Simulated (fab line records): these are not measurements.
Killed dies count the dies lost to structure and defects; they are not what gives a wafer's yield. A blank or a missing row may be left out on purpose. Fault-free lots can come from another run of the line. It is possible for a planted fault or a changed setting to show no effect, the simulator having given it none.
A lot that was struck, set against a sound lot    flow gf180mcu    18 steps out of a route of 602
Sound: the wafers L391.2, L391.4, L391.5. Struck: wafer L401.6. (L401.1, L401.5 of the same lot were not struck and are left out.) The cause comes at the end.
Per side, at each step with rows, come the tool, then ch with its chambers, and then its first start. Under that, the readings that differ: sound wafers    struck wafers    difference of the means    sigmas: that difference in standard deviations of wafers without a fault.
alike: words and numbers the same on both sides, and readings whose means are apart by under 2 such deviations; not compared: readings that were withheld, readings missing a value for some wafer, numbers with overlapping values and no deviation given by the record, and bounds like >300 which may hide the same value.
A row with sigmas, a row that says differs or no value, or rows on one side alone: a step with any of these is where the two part. When numbers do not overlap yet have no deviation, they are printed without sigmas and do not part them. Lack of a reading on every wafer of one side parts them only where that side has two or more wafers.

first, 3 steps without rows for these wafers: GF_V5_EXPOSE_11 (exposes mask Via5, target cd 260 nm); GF_V5_PEB_12 (peb time 90 s); GF_V5_DEVELOP_13 (develop time 60 s).
GF_V5_CD_MEAS_14: target cd 260 nm.
  sound on cd-sem-01, day 28 19:11; struck on cd-sem-01, day 31 18:37
reading     sound              struck  difference  sigmas
cd-nm (nm)  256.3 257.5 257.8  260.7   +3.5        +3
GF_V5_OVL_MEAS_15:
  sound on overlay-02, day 28 19:17; struck on overlay-01, day 31 18:44
  alike: V5_OVL
GF_V5_ETCH_16: etches BARC in N2/H2.
  sound on rie-diel-01 ch 1,2, day 28 19:19; struck on rie-diel-01 ch 0, day 31 18:46
  alike: chamber-pressure-mTorr, drypump-motor-current-A, oes-product-au, throttle-valve-pct
GF_V5_ETCH_17: etches SiO2 in C4F8/O2/Ar, stops on TiN, target depth 855 nm.
  sound on rie-diel-01 ch 1,2; struck on rie-diel-01 ch 0
  alike: chamber-pressure-mTorr, oes-product-au
then, 3 steps without rows for these wafers: GF_V5_STRIP_18 (strips in O2/N2); GF_V5_STRIP_19 (strips in post etch residue remover, time 1200 s); GF_V5_CLEAN_20 (cleans in DIW).
GF_V5_SPUTTER_21: material Ti, target thk 15 nm, time 80.02 s.
  sound on pvd-sputter-04, day 28 20:01; struck on pvd-sputter-04, day 31 19:28
  alike: cathode-dc-power-W, throttle-valve-pct
GF_V5_SPUTTER_22: material TiN, target thk 10 nm, time 40 s.
  sound on pvd-sputter-04, day 28 20:05; struck on pvd-sputter-04, day 31 19:31
  alike: cathode-dc-power-W, throttle-valve-pct
GF_V5_CVD_23: deposits W, target thk 350 nm, time 104.9 s.
  sound on cvd-w-02 ch 0,1, day 28 20:07; struck on cvd-w-01 ch 0, day 31 19:34
reading                           sound              struck  difference  sigmas
model.W_of_V5_CVD_23.thk-nm (nm)  350.4 351.3 347.3  155.2   -194.5      
  alike: heater-power-w
GF_V5_RS_MEAS_24: uses a four-point probe to measure.
  sound on film-metro-04, day 28 20:15; struck on film-metro-04, day 31 19:40
reading           sound              struck  difference  sigmas
V5_W_RS (ohm/sq)  0.327 0.326 0.330  0.746   +0.418      +99 or more
GF_V5_THK_MEAS_25: measures by xrf.
  sound on film-metro-04, day 28 20:22; struck on film-metro-04, day 31 19:47
reading        sound        struck  difference  sigmas
V5_W_THK (nm)  336 338 334  151     -185        -29
GF_V5_CMP_26: polishes, stops on SiO2, t overpolish 15 s, target thk 0 nm.
  sound on cmp-01 ch 1,3, day 28 20:28; struck on cmp-02 ch 1, day 31 19:51
reading                 sound     struck  difference  sigmas
time-to-endpoint-s (s)  88 86 86  35      -52         -17
  alike: motor-current-A
GF_TOP_METAL_SPUTTER_00: material Ti, target thk 37.5 nm, time 150 s.
  sound on pvd-sputter-04, day 28 20:43; struck on pvd-sputter-03, day 31 20:09
  alike: cathode-dc-power-W, throttle-valve-pct
following that, these wafers have no rows for 1 step: GF_PASSIVATION_PROBE_99.

== WHERE THEY PART ==
Earliest at GF_V5_CD_MEAS_14; latest, in this record, at GF_V5_CMP_26. Later steps at which nothing parts them and some readings are alike: GF_TOP_METAL_SPUTTER_00.

WHY: what the simulator had put in
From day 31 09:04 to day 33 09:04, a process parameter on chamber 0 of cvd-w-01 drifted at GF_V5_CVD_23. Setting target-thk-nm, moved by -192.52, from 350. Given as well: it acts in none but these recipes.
